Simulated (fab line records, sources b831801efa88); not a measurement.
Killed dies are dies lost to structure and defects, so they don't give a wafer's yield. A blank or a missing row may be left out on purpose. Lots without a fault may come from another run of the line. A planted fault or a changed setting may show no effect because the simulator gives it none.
Split-lot experiment | flow sfq_line | 5 lots, 23 wafers read, on a route of 325 steps

THE SPLIT
At SFQ_TRILAYER_JJ_CE_LITHO_PEB_117 (peb time 60 s), the setting peb_time_s was moved away from the recipe's 60 s on 7 of the 23 wafers read, by -8.9% to +6.6%. The other wafers ran this setting at the recipe's value.

FROM THE SPLIT TO THE READING: what the file shows between them, 1 step
- SFQ_TRILAYER_JJ_CE_LITHO_DEVELOP_116: time 60 s

THE READING
cd_nm, in nm, at SFQ_TRILAYER_JJ_CE_METRO_MEASURE_117. Fault-free wafers of this fab line usually give 700.0 nm, standard deviation 0.83 nm.

wafer  | tool, chamber at the split | peb_time_s as run, s | against the recipe | cd_nm, nm | against lot-mates on the recipe
L075.1 | litho_track-03, 0          | 60                   | recipe             | 699.6     | -
L075.2 | litho_track-03, 0          | 54.66                | -8.9%              | 711.9     | +12.5
L075.3 | litho_track-03, 0          | 60                   | recipe             | 699.1     | -
L075.4 | litho_track-03, 0          | 54.66                | -8.9%              | 713.6     | +14.2
L075.6 | litho_track-03, 0          | 54.66                | -8.9%              | 712.7     | +13.4
L078.2 | litho_track-04, 0          | 60                   | recipe             | 700.3     | -
L078.3 | litho_track-04, 0          | 63.52                | +5.9%              | 691.3     | -8.2
L078.4 | litho_track-04, 0          | 60                   | recipe             | 698.4     | -
L078.5 | litho_track-04, 0          | 60                   | recipe             | 699.7     | -
L078.6 | litho_track-04, 0          | 63.52                | +5.9%              | 692.3     | -7.2
L080.1 | litho_track-04, 0          | 60                   | recipe             | 699.4     | -
L080.3 | litho_track-04, 0          | 60                   | recipe             | 699.4     | -
L080.4 | litho_track-04, 0          | 60                   | recipe             | 699.2     | -
L083.1 | litho_track-02, 0          | 60                   | recipe             | 699.6     | -
L083.2 | litho_track-02, 0          | 60                   | recipe             | 699.7     | -
L083.3 | litho_track-02, 0          | 60                   | recipe             | 701.2     | -
L083.4 | litho_track-02, 0          | 63.94                | +6.6%              | 690.7     | -9.5
L083.5 | litho_track-02, 0          | 63.94                | +6.6%              | 690.9     | -9.3
L084.1 | litho_track-04, 0          | 60                   | recipe             | 699.6     | -
L084.2 | litho_track-04, 0          | 60                   | recipe             | 699.5     | -
L084.3 | litho_track-04, 0          | 60                   | recipe             | 700.0     | -
L084.5 | litho_track-04, 0          | 60                   | recipe             | 699.2     | -
L084.6 | litho_track-04, 0          | 60                   | recipe             | 699.0     | -

THE FIT
A straight line over all 23 wafers: cd_nm changes by -1.42 nm for each +1% of peb_time_s; r = -0.99; the points scatter about the line by 0.66 nm.
The same after taking each lot's own level away (the mean of its wafers on the recipe; 23 wafers): -1.45 nm for each +1%; r = -1.00; scatter 0.61 nm.
On that fit, the largest move of peb_time_s shifts the reading by 13 nm.
The lots' own levels span 699.33 to 700.17 nm, that is 1.0 times the standard deviation above.
So the lot-to-lot level changes the slope little: the two slopes agree.
Check: with one of the wafers moved furthest among these (-8.9%) left out of the fit, the line predicts +13.2 nm for it against its lot-mates. It came out at +12.5 nm against them.

OTHER SPLITS ON THESE WAFERS
These wafers also went through other splits before the reading. Each is held against what the fit with the lots' levels taken away leaves over:
other split on the same wafers             | wafers away from the commonest value | r with cd_nm (lot level and that fit taken away)
SFQ_TRILAYER_JJ_CE_LITHO_COAT_119 spin_rpm | 4                                    | +0.06

THE WHOLE CHAIN: every reading that the file lists as answering this split, in the file's order
step                                 | what it does                                              | reading                                                   | change (the file's fit)              | r (the file's)
SFQ_TRILAYER_JJ_CE_METRO_MEASURE_117 |                                                           | cd_nm                                                     | -1.44 nm for each +1% of the setting | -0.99
SFQ_TRILAYER_JJ_CE_BARC_OPEN_RIE_150 | chemistry O2, target BARC, target depth 240 nm, time 80 s | JJ.cd_nm (the simulator's own value, which no gauge read) | -1.5 nm for each +1% of the setting  | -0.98

THE FILE'S OWN FIT
cd_nm changes by -1.44 nm for each +1% of peb_time_s, r = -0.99.
